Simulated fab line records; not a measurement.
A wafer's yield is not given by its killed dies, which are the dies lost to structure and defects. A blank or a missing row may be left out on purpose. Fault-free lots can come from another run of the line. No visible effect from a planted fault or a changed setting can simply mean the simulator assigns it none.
Chamber matching :: flow sky130 :: SKY_VIA1_CMP_24 on cmp-02 has 4 sister chambers
The step polishes, stops on SiO2, t overpolish 15 s, target thk 0 nm. 8 wafers are shown with their chamber, then 7 later ones without.

WAFERS WITH THEIR CHAMBER
wafer: L841.4
chamber: 2
motor_current_A (A): 9.3
slurry_flow_ml_min: 150.0

wafer: L841.6
chamber: 2
motor_current_A (A): 9.4
slurry_flow_ml_min: 149.4

wafer: L845.1
chamber: 3
motor_current_A (A): 10.6
slurry_flow_ml_min: 149.6

wafer: L846.1
chamber: 0
motor_current_A (A): 11.0
slurry_flow_ml_min: 149.9

wafer: L846.2
chamber: 3
motor_current_A (A): 11.3
slurry_flow_ml_min: 149.9

wafer: L846.4
chamber: 1
motor_current_A (A): 10.8
slurry_flow_ml_min: 150.3

wafer: L850.1
chamber: 0
motor_current_A (A): 10.1
slurry_flow_ml_min: 149.6

wafer: L850.4
chamber: 1
motor_current_A (A): 9.9
slurry_flow_ml_min: 149.8

WAFERS MISSING THEIR CHAMBER
wafer: L850.5
motor_current_A (A): 9.3
slurry_flow_ml_min: 149.6

wafer: L851.2
motor_current_A (A): 9.4
slurry_flow_ml_min: 150.1

wafer: L851.3
motor_current_A (A): 10.8
slurry_flow_ml_min: 149.8

wafer: L851.4
motor_current_A (A): 10.1
slurry_flow_ml_min: 149.1

wafer: L852.1
motor_current_A (A): 8.9
slurry_flow_ml_min: 149.3

wafer: L852.3
motor_current_A (A): 10.4
slurry_flow_ml_min: 150.9

wafer: L852.4
motor_current_A (A): 10.3
slurry_flow_ml_min: 150.2

EACH ONE'S CHAMBER
wafer: L850.5
from the rows above: 2
in truth: 2

wafer: L851.2
from the rows above: can't be placed: 2 or 1 or 0 or 3
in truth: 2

wafer: L851.3
from the rows above: can't be placed: 3 or 0 or 1
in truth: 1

wafer: L851.4
from the rows above: can't be placed: 0 or 2 or 3 or 1
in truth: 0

wafer: L852.1
from the rows above: can't be placed: 2 or 0
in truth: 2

wafer: L852.3
from the rows above: can't be placed: 1 or 0 or 3 or 2
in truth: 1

wafer: L852.4
from the rows above: can't be placed: 1 or 0 or 3 or 2
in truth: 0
1 of 7 placed correctly. Cannot be placed on the basis of these rows: 6; the candidates contain the true chamber in 6. Wrongly placed: 0.
How it was worked out, from the rows above alone: a wafer's distance from a chamber is the root of the sum, over the readings, of the square of ((its reading less the chamber's mean) divided by the reading's scatter). The wafer belongs to the nearest chamber; if the next one is less than 2 further off, it can't be placed. For every chamber, the mean is computed from those of its wafers that are shown. The scatter: the root of (the sum of the squares of (reading less its chamber's mean) over the shown wafers, divided by (wafers less chambers)).
